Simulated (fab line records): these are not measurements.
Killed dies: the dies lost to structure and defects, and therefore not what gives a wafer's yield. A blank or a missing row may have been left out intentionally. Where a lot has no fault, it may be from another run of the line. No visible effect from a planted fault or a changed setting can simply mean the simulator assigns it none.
fab line records -- flow sfq-line
record lots=6, wafers=18, last-day=84
route steps=325 shown M0@32 I0@43 M1@58 I1@73 M8@325
lots that met no fault: from a run of the same line without faults
start-h: hours from the record's opening day to when the first of the lot's shown wafers began -- wait-h: hours since the lot's step before -- " as in the row above -- L1.1+2: one row covering several wafers at once -- - either no value or no given start -- * or withheld: withheld -- < > ~ a bound
route shown NAME@n: a module of which the file shows steps, and the number in the route of the first -- usual: mean/standard deviation of fault-free wafers -- same: alike in all rows -- chamber/n: place in a boat -- sites: the reading at each site -- _std_site: the values' standard deviation -- _edge_site: mean of outer sites minus mean of inner sites -- radius-mm: how far each site lies from the wafer's centre -- mask NAME#n: copy n -- behind: the last tool/chamber to shape the wafer -- hold: reason for holding the lot/hours on hold/outcome of the hold -- device: the transistor (n, p or np) that didn't switch -- end of line: the tests these same wafers got at the end of their route -- for a step that has no rows: nothing shown but its recipe -- killed: dies lost to structure and defects at the first sort, not the wafer's yield -- map: shows each die of a wafer: x if killed, . if not, _ if none is there
set.NAME: the setting the step ran with; set.NAME@STEP: the setting that earlier step ran with -- model.NAME: the simulator's own value behind a step, which no gauge read
lots seen at some steps along the route; tables by step, rows by wafer
services: a tool's chamber out of use, with start hour (start-h, from the record's first day; less than 0 if before it), hours out, and reason
## steps
# step SFQ_TRILAYER_M0_LITHO_COAT_026
# recipe resist=BARC, spin-rpm=3000, resist-thk-nm=62
# step SFQ_TRILAYER_M0_LITHO_COAT_021
# recipe resist=KrF, spin-rpm=3000, resist-thk-nm=600
# step SFQ_TRILAYER_M0_LITHO_SOFTBAKE_025
# recipe temp-c=withheld, time-s=withheld, resist=KrF
# step SFQ_TRILAYER_M0_LITHO_EXPOSE_022
# recipe mask-id=M0, na=0.6, source-shape=conventional, sigma-outer=0.65, target-cd-nm=500, dose-mj=14.4
# step SFQ_TRILAYER_M0_LITHO_PEB_024
# recipe peb-temp-c=115, peb-time-s=60, resist=KrF
# step SFQ_TRILAYER_M0_LITHO_DEVELOP_023
# recipe time-s=60, resist=KrF
# step SFQ_M0_OVL_MEAS_906
# usual M0_OVL=1/4.8
lot.wafer,tool,chamber,start-h,wait-h,M0_OVL[nm]
L854.1,overlay-01,-,173.51,0.1,4
L854.5,overlay-01,-,173.51,0.1,8
L854.6,overlay-01,-,173.51,0.1,9
L855.1,overlay-02,-,178.52,0.1,-6
L855.2,overlay-02,-,178.52,0.1,-3
L855.3,overlay-02,-,178.52,0.1,-5
L856.1,overlay-02,-,182.12,0.1,2
L856.3,overlay-02,-,182.12,0.1,-1
L856.6,overlay-02,-,182.12,0.1,-1
L872.1,overlay-01,-,281.09,0.1,-2
L872.3,overlay-01,-,281.09,0.1,2
L872.6,overlay-01,-,281.09,0.1,-4
L873.1,overlay-02,-,287.09,0.1,9
L873.4,overlay-02,-,287.09,0.1,6
L873.6,overlay-02,-,287.09,0.1,9
L874.2,overlay-02,-,290.69,0.1,2
L874.3,overlay-02,-,290.69,0.1,-5
L874.6,overlay-02,-,290.69,0.1,-1
# step SFQ_TRILAYER_M0_BARC_OPEN_METAL_ETCH_031
# recipe mask-material=PR, chemistry=O2, target-depth-nm=125, target=BARC, icp-w=600, bias-w=80, pressure-mtorr=10, time-s=41.7
# step SFQ_TRILAYER_M0_ETCH_METAL_ETCH_024
# recipe target=Nb, stop-on=SiO2, mask-material=PR, chemistry=Cl2/Ar, target-depth-nm=240, icp-w=600, bias-w=80, pressure-mtorr=10, time-s=120
# usual drypump-motor-current-A=5.6/0.46, oes-product-au=0.894/0.0058
lot.wafer,tool,chamber,start-h,wait-h,drypump-motor-current-A,oes-product-au,rf-hours-counter-h
L854.1,rie-metal-02,0,173.61,0.0,4.7,0.891,187
L854.5,rie-metal-02,1,173.61,0.0,5.4,0.890,-
L854.6,rie-metal-02,0,173.61,0.0,4.7,0.893,-
L855.1,rie-metal-02,0,178.61,0.0,4.7,0.885,189
L855.2,rie-metal-02,1,178.61,0.0,5.4,0.887,184
L855.3,rie-metal-02,1,178.61,0.0,5.4,0.889,-
L856.1,rie-metal-04,0,182.21,0.0,6.1,0.901,16
L856.3,rie-metal-04,0,182.21,0.0,6.1,0.883,-
L856.6,rie-metal-04,0,182.21,0.0,6.1,0.889,-
L872.1,rie-metal-04,0,281.18,0.0,6.1,0.891,41
L872.3,rie-metal-04,0,281.18,0.0,6.1,0.892,-
L872.6,rie-metal-04,1,281.18,0.0,5.6,0.894,-
L873.1,rie-metal-02,1,287.18,0.0,5.4,0.888,5
L873.4,rie-metal-02,1,287.18,0.0,5.4,0.903,-
L873.6,rie-metal-02,1,287.18,0.0,5.4,0.883,-
L874.2,rie-metal-01,1,290.89,0.1,5.5,0.895,-
L874.3,rie-metal-01,1,290.89,0.1,5.5,0.895,-
L874.6,rie-metal-01,1,290.89,0.1,5.5,0.891,-
# step SFQ_TRILAYER_M0_STRIP_STRIP_025
# recipe gas=O2, power-w=200, platen-temp-c=40, overash-fraction=0.65, chemistry=O2, pressure-mtorr=50
# step SFQ_TRILAYER_M0_STRIP_SOLV_CLEAN_026
# recipe chemistry=NMP, temp-c=70, time-s=600
# step SFQ_TRILAYER_I0_DEP_PECVD_027
# recipe material=SiO2, temp-c=150, time-s=111.11, pressure-torr=2.4, rf-w=183.3, precursor=SiH4/N2O, target-thk-nm=500
# usual heater-power-w=98/23, throttle-valve-pct=25.9/1.5
lot.wafer,tool,chamber,start-h,wait-h,heater-power-w,throttle-valve-pct
L854.1,pecvd-04,2,174.54,0.0,87,24.7
L854.5,pecvd-04,2,174.54,0.0,71,24.7
L854.6,pecvd-04,1,174.54,0.0,114,28.8
L855.1,pecvd-03,0,179.57,0.0,128,25.5
L855.2,pecvd-03,2,179.57,0.0,80,28.0
L855.3,pecvd-03,1,179.57,0.0,81,25.3
L856.1,pecvd-04,0,183.13,0.0,74,26.3
L856.3,pecvd-04,2,183.13,0.0,85,25.0
L856.6,pecvd-04,2,183.13,0.0,71,24.7
L872.1,pecvd-04,2,282.08,0.0,80,24.9
L872.3,pecvd-04,0,282.08,0.0,76,26.6
L872.6,pecvd-04,0,282.08,0.0,77,26.6
L873.1,pecvd-02,1,288.08,0.0,119,25.2
L873.4,pecvd-02,1,288.08,0.0,122,25.0
L873.6,pecvd-02,2,288.08,0.0,103,24.5
L874.2,pecvd-04,1,292.49,0.0,113,29.0
L874.3,pecvd-04,2,292.49,0.0,84,25.0
L874.6,pecvd-04,1,292.49,0.0,113,28.8
# step SFQ_TRILAYER_I0_CMP_CMP_028
# recipe material=SiO2, down-force-psi=3, platen-rpm=60, pad-velocity-m-s=0.94248
# usual edge-zone-pressure-frac=1.000/0.0048, head-pressure-psi=3.000/0.006, motor-current-A=10.3/1.1, time-to-endpoint-s=217/6.8
lot.wafer,tool,chamber,start-h,wait-h,edge-zone-pressure-frac,head-pressure-psi,motor-current-A,time-to-endpoint-s,model.SiO2_of_TRILAYER_I0_DEP_PECVD_027.thk-nm
L854.1,cmp-02,0,174.62,0.0,0.999,2.987,10.6,212,199.1
L854.6,cmp-02,0,176.62,2.0,0.995,2.995,10.0,213,200
L854.5,cmp-02,1,176.62,2.0,1.004,2.997,10.8,208,199.7
L855.2,cmp-01,0,180.39,0.8,0.986,2.999,11.9,230,201.5
L855.3,cmp-01,1,180.39,0.8,1.003,3.006,9.5,226,202.1
L855.1,cmp-01,2,180.39,0.8,1.005,3.004,8.3,222,202
L856.1,cmp-01,3,184.21,1.0,0.994,2.995,9.7,216,200.5
L856.3,cmp-01,0,184.21,1.0,1.000,2.998,12.4,220,201.6
L856.6,cmp-01,1,184.21,1.0,0.992,3.000,9.7,217,201
L872.3,cmp-01,1,292.74,10.6,-,-,-,-,490.3
L872.1,cmp-01,2,292.74,10.6,-,-,-,-,492.1
L872.6,cmp-01,2,295.24,13.1,-,-,-,-,504
L873.1,cmp-01,1,302.74,14.6,-,-,-,-,508.5
L873.4,cmp-01,2,302.74,14.6,-,-,-,-,512.9
L873.6,cmp-01,0,304.24,16.1,-,-,-,-,506.2
L874.2,cmp-01,1,305.24,12.7,0.999,2.998,9.9,205,198.8
L874.3,cmp-01,3,306.24,13.7,1.005,3.005,10.2,213,199.7
L874.6,cmp-01,1,307.24,14.7,0.996,3.012,9.0,216,199.7
# step SFQ_I0_BOW_MEAS_907
# recipe mode=bow
# usual I0_BOW=2/8.2
lot.wafer,tool,chamber,start-h,wait-h,I0_BOW[um]
L854.1,film-metro-03,-,177.62,2.5,-6
L854.5,film-metro-03,-,177.62,2.5,10
L854.6,film-metro-03,-,177.62,2.5,6
L855.1,film-metro-03,-,182.89,1.0,7
L855.2,film-metro-03,-,182.89,1.0,-8
L855.3,film-metro-03,-,182.89,1.0,-4
L856.1,film-metro-01,-,186.21,1.5,1
L856.3,film-metro-01,-,186.21,1.5,-1
L856.6,film-metro-01,-,186.21,1.5,-4
L872.1,film-metro-01,-,295.74,2.0,9
L872.3,film-metro-01,-,295.74,2.0,1
L872.6,film-metro-01,-,295.74,2.0,-3
L873.1,film-metro-02,-,304.74,1.5,3
L873.4,film-metro-02,-,304.74,1.5,9
L873.6,film-metro-02,-,304.74,1.5,7
L874.2,film-metro-03,-,307.76,2.0,4
L874.3,film-metro-03,-,307.76,2.0,2
L874.6,film-metro-03,-,307.76,2.0,11
# step SFQ_TRILAYER_I0_METRO_MEASURE_029
# usual thk-nm=200.0/1.1
lot.wafer,tool,chamber,start-h,wait-h,thk-nm
L854.1,film-metro-03,-,177.74,0.1,199.2
L854.5,film-metro-03,-,177.74,0.1,199.8
L854.6,film-metro-03,-,177.74,0.1,200.0
L855.1,film-metro-03,-,183.01,0.1,202.0
L855.2,film-metro-03,-,183.01,0.1,201.3
L855.3,film-metro-03,-,183.01,0.1,201.9
L856.1,film-metro-01,-,186.33,0.1,200.7
L856.3,film-metro-01,-,186.33,0.1,201.7
L856.6,film-metro-01,-,186.33,0.1,200.9
L872.1,film-metro-01,-,295.86,0.1,492.6
L872.3,film-metro-01,-,295.86,0.1,490.2
L872.6,film-metro-01,-,295.86,0.1,504.3
L873.1,film-metro-02,-,304.86,0.1,508.3
L873.4,film-metro-02,-,304.86,0.1,513.2
L873.6,film-metro-02,-,304.86,0.1,505.9
L874.2,film-metro-03,-,308.06,0.3,198.7
L874.3,film-metro-03,-,308.06,0.3,199.8
L874.6,film-metro-03,-,308.06,0.3,199.8
# step SFQ_TRILAYER_I0_VIA_LITHO_COAT_036
# recipe resist=BARC, spin-rpm=3000, resist-thk-nm=60.99
# step SFQ_TRILAYER_I0_VIA_LITHO_COAT_031
# recipe resist=KrF, spin-rpm=3000, resist-thk-nm=650
# step SFQ_TRILAYER_I0_VIA_LITHO_SOFTBAKE_035
# recipe temp-c=withheld, time-s=withheld, resist=KrF
# step SFQ_TRILAYER_I0_VIA_LITHO_EXPOSE_032
# recipe mask-id=I0, na=0.6, source-shape=conventional, sigma-outer=0.65, target-cd-nm=500, dose-mj=21.3
# step SFQ_TRILAYER_I0_VIA_LITHO_PEB_034
# recipe peb-temp-c=115, peb-time-s=60, resist=KrF
# step SFQ_TRILAYER_I0_VIA_LITHO_DEVELOP_033
# recipe time-s=60, resist=KrF
# step SFQ_I0_OVL_MEAS_908
# usual I0_OVL=-2/5.5
lot.wafer,tool,chamber,start-h,wait-h,I0_OVL[nm]
L854.1,overlay-02,-,234.74,0.1,-4
L854.5,overlay-02,-,234.74,0.1,2
L854.6,overlay-02,-,234.74,0.1,-2
L855.1,overlay-01,-,239.54,0.1,3
L855.2,overlay-01,-,239.54,0.1,3
L855.3,overlay-01,-,239.54,0.1,4
L856.1,overlay-01,-,244.34,0.1,1
L856.3,overlay-01,-,244.34,0.1,-1
L856.6,overlay-01,-,244.34,0.1,-10
L872.1,overlay-02,-,359.41,0.1,-4
L872.3,overlay-02,-,359.41,0.1,-5
L872.6,overlay-02,-,359.41,0.1,-7
L873.1,overlay-02,-,369.01,0.1,-7
L873.4,overlay-02,-,369.01,0.1,-5
L873.6,overlay-02,-,369.01,0.1,-6
L874.2,overlay-02,-,372.62,0.1,0
L874.3,overlay-02,-,372.62,0.1,-6
L874.6,overlay-02,-,372.62,0.1,-3
# step SFQ_TRILAYER_I0_VIA_BARC_OPEN_VIA_ETCH_046
# recipe mask-material=PR, chemistry=O2, target-depth-nm=125, target=BARC, source-w=518.8, bias-w=80, pressure-mtorr=30, time-s=41.7
# usual drypump-motor-current-A=5.66/0.24, oes-product-au=0.680/0.0047
lot.wafer,tool,chamber,start-h,wait-h,drypump-motor-current-A,oes-product-au,rf-hours-counter-h
L854.1,rie-diel-01,0,234.77,0.0,6.07,0.684,135
L854.5,rie-diel-01,1,234.77,0.0,5.05,0.679,-
L854.6,rie-diel-01,0,234.77,0.0,6.10,0.681,-
L855.1,rie-diel-03,2,239.57,0.0,5.76,0.685,52
L855.2,rie-diel-03,3,239.57,0.0,5.82,0.681,4
L855.3,rie-diel-03,0,239.57,0.0,5.44,0.682,58
L856.1,rie-diel-03,3,244.37,0.0,5.80,0.680,4
L856.3,rie-diel-03,0,244.37,0.0,5.47,0.681,58
L856.6,rie-diel-03,3,244.37,0.0,5.79,0.674,-
L872.1,rie-diel-03,0,359.45,0.0,5.45,0.682,60
L872.3,rie-diel-03,3,359.45,0.0,5.78,0.674,6
L872.6,rie-diel-03,3,359.45,0.0,5.80,0.683,-
L873.1,rie-diel-03,1,369.05,0.0,5.65,0.670,65
L873.4,rie-diel-03,0,369.05,0.0,5.43,0.689,60
L873.6,rie-diel-03,1,369.05,0.0,5.63,0.685,-
L874.2,rie-diel-04,1,372.65,0.0,5.35,0.679,37
L874.3,rie-diel-04,3,372.65,0.0,5.83,0.669,61
L874.6,rie-diel-04,3,372.65,0.0,5.81,0.683,-
# step SFQ_TRILAYER_I0_VIA_ETCH_VIA_ETCH_034
# recipe target=SiO2, stop-on=Nb, mask-material=PR, taper-deg=20, chemistry=CHF3, target-depth-nm=260, source-w=500, bias-w=80, pressure-mtorr=30, time-s=withheld
# usual drypump-motor-current-A=5.66/0.24, oes-product-au=0.854/0.0052
lot.wafer,tool,chamber,start-h,wait-h,drypump-motor-current-A,oes-product-au,model.etch.depth-nm,model.I0.feature-depth-nm
L854.1,rie-diel-01,0,234.81,0.0,6.07,0.849,199.1,199.1
L854.5,rie-diel-01,1,234.81,0.0,5.04,0.850,199.7,199.7
L854.6,rie-diel-01,0,234.81,0.0,6.06,0.856,199.9,199.9
L855.1,rie-diel-03,2,239.61,0.0,5.76,0.859,202,202
L855.2,rie-diel-03,3,239.61,0.0,5.80,0.864,201.5,201.5
L855.3,rie-diel-03,0,239.61,0.0,5.45,0.862,202.1,202.1
L856.1,rie-diel-03,3,244.41,0.0,5.82,0.853,200.5,200.5
L856.3,rie-diel-03,0,244.41,0.0,5.44,0.857,201.5,201.5
L856.6,rie-diel-03,3,244.41,0.0,5.84,0.861,201,201
L872.1,rie-diel-03,0,359.49,0.0,5.43,1.598,255.4,255.4
L872.3,rie-diel-03,3,359.49,0.0,5.82,1.631,260.7,260.7
L872.6,rie-diel-03,3,359.49,0.0,5.85,1.626,259.8,259.8
L873.1,rie-diel-03,1,369.09,0.0,5.62,1.609,256.3,256.3
L873.4,rie-diel-03,0,369.09,0.0,5.45,1.610,258.7,258.7
L873.6,rie-diel-03,1,369.09,0.0,5.64,1.602,257.1,257.1
L874.2,rie-diel-04,1,372.69,0.0,5.32,0.859,198.8,198.8
L874.3,rie-diel-04,3,372.69,0.0,5.81,0.858,199.7,199.7
L874.6,rie-diel-04,3,372.69,0.0,5.82,0.854,199.6,199.6
# step SFQ_TRILAYER_I0_VIA_STRIP_STRIP_035
# recipe gas=O2, power-w=200, platen-temp-c=40, overash-fraction=0.65, chemistry=O2, pressure-mtorr=50
# step SFQ_TRILAYER_I0_VIA_STRIP_SOLV_CLEAN_036
# recipe chemistry=NMP, temp-c=70, time-s=600
# step SFQ_TRILAYER_M1_DEP_PRE_CLEAN_038
# recipe gas=Ar, time-s=22.5, bias-v=250
# usual bias-v=250.4/2.9
lot.wafer,tool,chamber,start-h,wait-h,bias-v,model.SiO2_of_TRILAYER_I0_DEP_PECVD_027.thk-nm
L854.1,pvd-sputter-05,-,235.70,0.0,253.8,191.6
L854.5,pvd-sputter-05,-,235.70,0.0,251.8,192.2
L854.6,pvd-sputter-05,-,235.70,0.0,249.4,192.4
L855.1,pvd-sputter-03,-,240.50,0.0,250.9,194.5
L855.2,pvd-sputter-03,-,240.50,0.0,250.3,194
L855.3,pvd-sputter-03,-,240.50,0.0,246.6,194.6
L856.1,pvd-sputter-05,-,245.30,0.0,246.6,193
L856.3,pvd-sputter-05,-,245.30,0.0,247.6,194
L856.6,pvd-sputter-05,-,245.30,0.0,249.9,193.5
L872.1,pvd-sputter-06,-,360.55,0.0,244.4,484.6
L872.3,pvd-sputter-06,-,360.55,0.0,250.0,482.8
L872.6,pvd-sputter-06,-,360.55,0.0,254.2,496.4
L873.1,pvd-sputter-03,-,370.57,0.0,249.0,501
L873.4,pvd-sputter-03,-,370.57,0.0,251.7,505.3
L873.6,pvd-sputter-03,-,370.57,0.0,246.8,498.6
L874.2,pvd-sputter-03,-,373.57,0.0,249.1,191.3
L874.3,pvd-sputter-03,-,373.57,0.0,251.5,192.2
L874.6,pvd-sputter-03,-,373.57,0.0,252.9,192.1
# step SFQ_TRILAYER_M1_DEP_SPUTTER_037
# recipe material=Nb, base-pressure-pa=1.33e-06, chamber-pressure-pa=0.1333, substrate-temp-c=20, resputter-cathode-voltage-v=400, target-thk-nm=200, power-w=2000, time-s=133.3
# step SFQ_M1_RS_MEAS_909
# recipe thk-meas-gauge=four-point-probe, reads=Nb_of_TRILAYER_M1_DEP_SPUTTER_037
# usual M1_NB_RS=0.891/0.012
lot.wafer,tool,chamber,start-h,wait-h,M1_NB_RS[ohm/sq]
L854.1,film-metro-04,-,235.82,0.0,0.873
L854.5,film-metro-04,-,235.82,0.0,0.871
L854.6,film-metro-04,-,235.82,0.0,0.871
L855.1,film-metro-03,-,240.62,0.0,0.889
L855.2,film-metro-03,-,240.62,0.0,0.897
L855.3,film-metro-03,-,240.62,0.0,0.894
L856.1,film-metro-03,-,245.42,0.0,0.887
L856.3,film-metro-03,-,245.42,0.0,0.884
L856.6,film-metro-03,-,245.42,0.0,0.892
L872.1,film-metro-03,-,360.67,0.0,0.888
L872.3,film-metro-03,-,360.67,0.0,0.890
L872.6,film-metro-03,-,360.67,0.0,0.889
L873.1,film-metro-01,-,370.69,0.0,0.908
L873.4,film-metro-01,-,370.69,0.0,0.913
L873.6,film-metro-01,-,370.69,0.0,0.908
L874.2,film-metro-04,-,373.71,0.1,0.910
L874.3,film-metro-04,-,373.71,0.1,0.920
L874.6,film-metro-04,-,373.71,0.1,0.911
# step SFQ_TRILAYER_M1_LITHO_COAT_044
# recipe resist=BARC, spin-rpm=3000, resist-thk-nm=62
# step SFQ_TRILAYER_M1_LITHO_COAT_039
# recipe resist=KrF, spin-rpm=3000, resist-thk-nm=600
# step SFQ_TRILAYER_M1_LITHO_SOFTBAKE_043
# recipe temp-c=withheld, time-s=withheld, resist=KrF
# step SFQ_TRILAYER_M1_LITHO_EXPOSE_040
# recipe mask-id=M1, na=0.6, source-shape=conventional, sigma-outer=0.65, target-cd-nm=500, dose-mj=14.4
# step SFQ_TRILAYER_M1_LITHO_PEB_042
# recipe peb-temp-c=115, peb-time-s=61.81, resist=KrF
# usual chill-plate-temp-C=22.99/0.1, plate-sensor-t-centre-C=115.95/0.011, plate-sensor-t-edge-C=116.08/0.0095
# same peb-time-s=61.81
lot.wafer,tool,chamber,start-h,wait-h,chill-plate-temp-C,plate-sensor-t-centre-C,plate-sensor-t-edge-C
L854.1,litho-track-03,0,-,-,23.00,115.96,116.09
L854.5,litho-track-03,0,-,-,23.02,115.95,116.11
L854.6,litho-track-03,0,-,-,23.12,115.94,116.09
L855.1,litho-track-01,0,312.71,1.0,22.96,115.94,116.09
L855.2,litho-track-01,0,312.71,1.0,22.86,115.93,116.08
L855.3,litho-track-01,0,312.71,1.0,22.80,115.96,116.1
L856.1,litho-track-03,0,321.07,1.0,23.05,115.94,116.08
L856.3,litho-track-03,0,321.07,1.0,23.02,115.95,116.09
L856.6,litho-track-03,0,321.07,1.0,22.81,115.98,116.11
L872.1,litho-track-01,0,446.49,1.0,23.07,115.94,116.09
L872.3,litho-track-01,0,446.49,1.0,23.01,115.94,116.08
L872.6,litho-track-01,0,446.49,1.0,23.16,115.96,116.08
L873.1,litho-track-03,0,459.69,1.0,22.98,115.96,116.09
L873.4,litho-track-03,0,459.69,1.0,23.13,115.95,116.07
L873.6,litho-track-03,0,459.69,1.0,23.05,115.95,116.1
L874.2,litho-track-03,0,463.32,0.8,22.97,115.95,116.08
L874.3,litho-track-03,0,463.32,0.8,23.03,115.96,116.07
L874.6,litho-track-03,0,463.32,0.8,22.98,115.94,116.09
# step SFQ_TRILAYER_M1_LITHO_DEVELOP_041
# recipe time-s=60, resist=KrF
# step SFQ_M1_OVL_MEAS_911
# usual M1_OVL=-1/4.6
lot.wafer,tool,chamber,start-h,wait-h,M1_OVL[nm]
L854.1,overlay-02,-,307.11,0.1,0
L854.5,overlay-02,-,307.11,0.1,3
L854.6,overlay-02,-,307.11,0.1,-2
L855.1,overlay-01,-,313.01,0.1,6
L855.2,overlay-01,-,313.01,0.1,6
L855.3,overlay-01,-,313.01,0.1,-2
L856.1,overlay-01,-,321.37,0.1,2
L856.3,overlay-01,-,321.37,0.1,-8
L856.6,overlay-01,-,321.37,0.1,1
L872.1,overlay-01,-,446.79,0.1,0
L872.3,overlay-01,-,446.79,0.1,-2
L872.6,overlay-01,-,446.79,0.1,0
L873.1,overlay-02,-,459.99,0.1,-5
L873.4,overlay-02,-,459.99,0.1,-2
L873.6,overlay-02,-,459.99,0.1,-8
L874.2,overlay-02,-,463.60,0.1,-6
L874.3,overlay-02,-,463.60,0.1,-9
L874.6,overlay-02,-,463.60,0.1,-3
# step SFQ_TRILAYER_M1_BARC_OPEN_METAL_ETCH_054
# recipe mask-material=PR, chemistry=O2, target-depth-nm=125, target=BARC, icp-w=600, bias-w=80, pressure-mtorr=10, time-s=41.7
# step SFQ_TRILAYER_M1_ETCH_METAL_ETCH_042
# recipe target=Nb, stop-on=SiO2, mask-material=PR, chemistry=Cl2/Ar, target-depth-nm=240, icp-w=600, bias-w=80, pressure-mtorr=10, time-s=120
# step SFQ_TRILAYER_M1_STRIP_STRIP_043
# recipe gas=O2, power-w=200, platen-temp-c=40, overash-fraction=0.65, chemistry=O2, pressure-mtorr=50
# step SFQ_TRILAYER_M1_STRIP_SOLV_CLEAN_044
# recipe chemistry=NMP, temp-c=70, time-s=600
# step SFQ_TRILAYER_I1_DEP_PECVD_045
# recipe material=SiO2, temp-c=150, time-s=111.11, pressure-torr=2.4, rf-w=183.3, precursor=SiH4/N2O, target-thk-nm=500
# usual heater-power-w=99/22, throttle-valve-pct=25.0/1.8
lot.wafer,tool,chamber,start-h,wait-h,heater-power-w,throttle-valve-pct
L854.1,pecvd-02,0,308.37,0.0,121,24.5
L854.5,pecvd-02,0,308.37,0.0,126,24.3
L854.6,pecvd-02,1,308.37,0.0,132,25.2
L855.1,pecvd-03,2,314.01,0.0,79,28.6
L855.2,pecvd-03,0,314.01,0.0,129,26.1
L855.3,pecvd-03,1,314.01,0.0,77,25.9
L856.1,pecvd-02,1,322.37,0.0,122,25.2
L856.3,pecvd-02,0,322.37,0.0,121,24.4
L856.6,pecvd-02,1,322.37,0.0,126,25.3
L872.1,pecvd-03,2,448.57,0.0,76,28.9
L872.3,pecvd-03,1,448.57,0.0,79,26.1
L872.6,pecvd-03,2,448.57,0.0,81,29.2
L873.1,pecvd-03,1,460.99,0.0,79,26.1
L873.4,pecvd-03,2,460.99,0.0,78,29.1
L873.6,pecvd-03,0,460.99,0.0,138,26.7
L874.2,pecvd-01,0,465.37,0.0,69,23.9
L874.3,pecvd-01,2,465.37,0.0,93,22.5
L874.6,pecvd-01,0,465.37,0.0,56,23.9
# step SFQ_M8_BOW_MEAS_951
# recipe mode=bow
# usual M8_BOW=9/12
lot.wafer,tool,chamber,start-h,wait-h,M8_BOW[um],model.etest.i0.link-ohm
L854.1,film-metro-01,-,1785.95,0.0,-4,1.949
L854.5,film-metro-01,-,1785.95,0.0,11,1.937
L854.6,film-metro-01,-,1785.95,0.0,7,1.948
L855.1,film-metro-02,-,1795.47,0.0,2,1.981
L855.2,film-metro-02,-,1795.47,0.0,-12,1.996
L855.3,film-metro-02,-,1795.47,0.0,-8,1.99
L856.1,film-metro-02,-,1797.84,0.0,3,1.962
L856.3,film-metro-02,-,1797.84,0.0,1,1.961
L856.6,film-metro-02,-,1797.84,0.0,-2,1.97
L872.1,film-metro-03,-,2011.86,0.0,29,1e+06
L872.3,film-metro-03,-,2011.86,0.0,19,1e+06
L872.6,film-metro-03,-,2011.86,0.0,16,1e+06
L873.1,film-metro-01,-,2015.56,0.0,-2,1e+06
L873.4,film-metro-01,-,2015.56,0.0,4,1e+06
L873.6,film-metro-01,-,2015.56,0.0,4,1e+06
L874.2,film-metro-02,-,2017.98,0.0,27,1.982
L874.3,film-metro-02,-,2017.98,0.0,27,2.002
L874.6,film-metro-02,-,2017.98,0.0,34,1.988
## services
tool,chamber,start-h,hours,kind
pecvd-04,-,165.04,0.7,repair
rie-diel-03,1,187.38,18.0,repair
pecvd-03,2,187.87,4.9,repair
rie-diel-03,0,204.67,5.7,repair
pecvd-04,2,221.65,8.0,repair
pecvd-03,1,227.89,21.3,repair
rie-diel-03,-,233.29,5.4,repair
rie-diel-03,1,241.84,4.4,repair
pecvd-03,-,286.24,2.7,repair
cmp-01,-,290.51,2.2,repair
pecvd-04,1,302.42,7.0,repair
cmp-01,-,313.74,4.2,pm
pecvd-03,2,319.49,10.5,repair
rie-diel-03,0,345.74,8.5,repair
rie-diel-03,2,382.87,4.2,repair
rie-diel-03,3,403.83,132.0,repair
cmp-01,-,407.00,2.2,repair
cmp-01,-,409.24,4.0,pm
rie-diel-03,-,421.53,27.6,repair
pecvd-04,2,431.36,3.0,repair
rie-diel-03,2,437.59,23.8,repair
pecvd-03,-,439.49,6.0,pm
pecvd-03,-,445.49,2.8,pm
cmp-01,-,456.95,2.0,repair
## key
first-sign step=SFQ_TRILAYER_I0_CMP_CMP_028, reading=tool-record, direction=missing
effect step=SFQ_TRILAYER_I0_METRO_MEASURE_029, reading=thk-nm, direction=up, sigmas=99+, usual=200.0, struck=502.4
effect step=SFQ_TRILAYER_I0_VIA_ETCH_VIA_ETCH_034, reading=oes-product-au, direction=up, sigmas=99+, usual=0.854, struck=1.612
model-effect step=SFQ_TRILAYER_I0_CMP_CMP_028, value=SiO2_of_TRILAYER_I0_DEP_PECVD_027.thk-nm, without=200.6, struck=502.3
model-effect step=SFQ_TRILAYER_I0_VIA_ETCH_VIA_ETCH_034, value=etch.depth-nm, without=200.6, struck=258
model-effect step=SFQ_TRILAYER_M1_DEP_PRE_CLEAN_038, value=SiO2_of_TRILAYER_I0_DEP_PECVD_027.thk-nm, without=193.1, struck=494.8
model-effect step=SFQ_M8_BOW_MEAS_951, value=etest.i0.link-ohm, without=1.987, struck=1e+06
met-at SFQ_TRILAYER_I0_CMP_CMP_028
struck-wafers L872.1,L872.3,L872.6,L873.1,L873.4,L873.6
onset-between 184.21 292.74
fault kind=skipped-step-whole, tool=cmp-01, chamber=-, onset-h=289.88, steps=SFQ_TRILAYER_I0_CMP_CMP_028, scope=struck-lots-only
